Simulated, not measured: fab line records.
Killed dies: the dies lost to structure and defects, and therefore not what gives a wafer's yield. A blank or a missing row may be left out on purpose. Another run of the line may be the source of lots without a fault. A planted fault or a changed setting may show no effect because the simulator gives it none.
Split-lot trial + flow sfq-line + route with 325 steps; 5 lots, 23 wafers read

== SPLIT DETAILS ==
At SFQ_TRILAYER_JJ_TRILAYER_DEP_SPUTTER_110 (material Al, target thk 8 nm, time 10 s), the setting power-w was moved away from the recipe's 500 W on 8 of the 23 wafers read, by -8.1% to +11.4%. The other wafers ran this setting at the recipe's value.

The split's own step is where the reading is taken.

== THE READING ==
Al_of_TRILAYER_JJ_TRILAYER_DEP_SPUTTER_110.thk-nm (the simulator's own value, which no gauge read), in nm, at SFQ_TRILAYER_JJ_TRILAYER_DEP_SPUTTER_110 (material Al, target thk 8 nm, time 10 s). The file gives no usual value for it. Here, 15 wafers ran the recipe; their average is 8.014 nm with a standard deviation of 0.091 nm.

| wafer  | tool, chamber at the split | power-w as run, W | against the recipe | Al_of_TRILAYER_JJ_TRILAYER_DEP_SPUTTER_110.thk-nm, nm | against lot-mates on the recipe |
|--------|----------------------------|-------------------|--------------------|-------------------------------------------------------|---------------------------------|
| L074.1 | pvd-sputter-03, -          | 500               | recipe             | 8.121                                                 | -                               |
| L074.3 | pvd-sputter-03, -          | 500               | recipe             | 8.167                                                 | -                               |
| L074.4 | pvd-sputter-03, -          | 500               | recipe             | 8.048                                                 | -                               |
| L077.1 | pvd-sputter-06, -          | 500               | recipe             | 7.912                                                 | -                               |
| L077.2 | pvd-sputter-06, -          | 500               | recipe             | 7.898                                                 | -                               |
| L077.3 | pvd-sputter-06, -          | 521.2             | +4.2%              | 8.148                                                 | +0.258                          |
| L077.5 | pvd-sputter-06, -          | 521.2             | +4.2%              | 8.075                                                 | +0.185                          |
| L077.6 | pvd-sputter-06, -          | 500               | recipe             | 7.86                                                  | -                               |
| L079.1 | pvd-sputter-03, -          | 500               | recipe             | 7.909                                                 | -                               |
| L079.2 | pvd-sputter-03, -          | 533.8             | +6.8%              | 8.594                                                 | +0.649                          |
| L079.4 | pvd-sputter-03, -          | 533.8             | +6.8%              | 8.583                                                 | +0.638                          |
| L079.5 | pvd-sputter-03, -          | 500               | recipe             | 7.916                                                 | -                               |
| L079.6 | pvd-sputter-03, -          | 500               | recipe             | 8.011                                                 | -                               |
| L080.1 | pvd-sputter-03, -          | 500               | recipe             | 8.073                                                 | -                               |
| L080.2 | pvd-sputter-03, -          | 500               | recipe             | 8.081                                                 | -                               |
| L080.4 | pvd-sputter-03, -          | 459.6             | -8.1%              | 7.339                                                 | -0.719                          |
| L080.5 | pvd-sputter-03, -          | 500               | recipe             | 8.02                                                  | -                               |
| L080.6 | pvd-sputter-03, -          | 459.6             | -8.1%              | 7.48                                                  | -0.578                          |
| L083.1 | pvd-sputter-04, -          | 500               | recipe             | 8.071                                                 | -                               |
| L083.2 | pvd-sputter-04, -          | 500               | recipe             | 8.022                                                 | -                               |
| L083.3 | pvd-sputter-04, -          | 557.2             | +11.4%             | 9.044                                                 | +0.978                          |
| L083.6 | pvd-sputter-04, -          | 557.2             | +11.4%             | 9.044                                                 | +0.978                          |
| L083.4 | pvd-sputter-04, -          | 500               | recipe             | 8.104                                                 | -                               |

FIT RESULTS
A straight line over all 23 wafers: Al_of_TRILAYER_JJ_TRILAYER_DEP_SPUTTER_110.thk-nm changes by +0.081 nm for each +1% of power-w; r = +0.96; the points scatter about the line by 0.12 nm.
The same after taking each lot's own level away (the mean of its wafers on the recipe; 23 wafers): +0.0836 nm for each +1%; r = +0.99; scatter 0.063 nm.
Per that fit: largest power-w move, reading shift of 0.96 nm.
From 7.8900 to 8.1120 nm: that is the span of the lots' own levels, equal to 2.4 times the standard deviation above.
The two slopes agree, so the slope changes little with the lot-to-lot level.
Check: for one of the wafers moved furthest among these (+11.4%), held out of the fit, the line's prediction against its lot-mates is +0.948 nm. Against them it came out at +0.978 nm.

== THE OTHER SPLITS THESE WAFERS WENT THROUGH ==
Other splits were also applied to these wafers ahead of the reading. Each is held against what the fit with the lots' levels taken away leaves over:
| other split on the same wafers                    | wafers away from the commonest value | r with Al_of_TRILAYER_JJ_TRILAYER_DEP_SPUTTER_110.thk-nm (lot level and that fit taken away) |
|---------------------------------------------------|--------------------------------------|----------------------------------------------------------------------------------------------|
| SFQ_TRILAYER_I2_VIA_BARC_OPEN_VIA_ETCH_096 time-s | 4                                    | +0.37                                                                                        |
| SFQ_TRILAYER_M3_ETCH_METAL_ETCH_078 time-s        | 9                                    | +0.00                                                                                        |
| SFQ_TRILAYER_M4_LITHO_COAT_093 resist-thk-nm      | 9                                    | +0.07                                                                                        |
| SFQ_TRILAYER_I4_CMP_CMP_100 down-force-psi        | 7                                    | +0.13                                                                                        |

== THE FILE'S OWN FIT ==
Al_of_TRILAYER_JJ_TRILAYER_DEP_SPUTTER_110.thk-nm changes by +0.0836 nm for each +1% of power-w, r = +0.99.
